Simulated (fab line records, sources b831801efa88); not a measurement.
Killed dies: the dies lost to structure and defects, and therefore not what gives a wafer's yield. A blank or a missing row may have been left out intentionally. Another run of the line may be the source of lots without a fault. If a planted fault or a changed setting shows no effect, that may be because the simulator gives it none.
The same fault as seen by 2 desks -- flow sfq-line -- each desk has only its own numbers; what lay behind them comes last

DESK OF THE TOOL OWNER: rie-diel-04
The tool's own readings at SFQ_TRILAYER_C5_BARC_OPEN_VIA_ETCH_210 (etches BARC in O2, target depth 125 nm, time 41.7 s): means of the sampled wafers that have a number, for each lot that ran on this tool. If a lot's mean is further than 4 standard deviations from the usual mean, the lot is out of limits and carries the mark OUT (the distance appears in the brackets).
Columns: A = drypump-motor-current-A at SFQ_TRILAYER_C5_BARC_OPEN_VIA_ETCH_210, usual 5.8 A; B = oes-product-au at SFQ_TRILAYER_C5_BARC_OPEN_VIA_ETCH_210, usual 0.686 a.u.
lot,first seen here,A,B
L772,day 62 03:37,6.0,0.686
L781,day 71 12:10,5.6,0.687
L789,day 79 01:35,6.5,0.687
This desk found nothing out of limits on any of the 3 lots.

THE METROLOGY DESK
Lot by lot, what the gauges showed, no matter which tool ran the lot: averages of those sampled wafers that carry a number. If a lot's mean is further than 4 standard deviations from the usual mean, the lot is out of limits and carries the mark OUT (the distance appears in the brackets).
Columns: A = I5_OVL at SFQ_I5_OVL_MEAS_936, usual 0 nm; B = C5_OVL at SFQ_C5_OVL_MEAS_937, usual -3 nm
lot,first seen here,A,B
L772,day 55 21:40,6,6
L778,day 59 19:03,-4,-1
L781,day 71 08:46,-6,0
L789,day 74 17:22,6,1
L790,day 75 02:58,-2,2
This desk found nothing out of limits on any of the 5 lots.

TAKEN TOGETHER
Nothing out of limits was seen by the tool owner's desk.
From the metrology desk's view, nothing was out of limits.

WHAT THE SIMULATOR PUT IN
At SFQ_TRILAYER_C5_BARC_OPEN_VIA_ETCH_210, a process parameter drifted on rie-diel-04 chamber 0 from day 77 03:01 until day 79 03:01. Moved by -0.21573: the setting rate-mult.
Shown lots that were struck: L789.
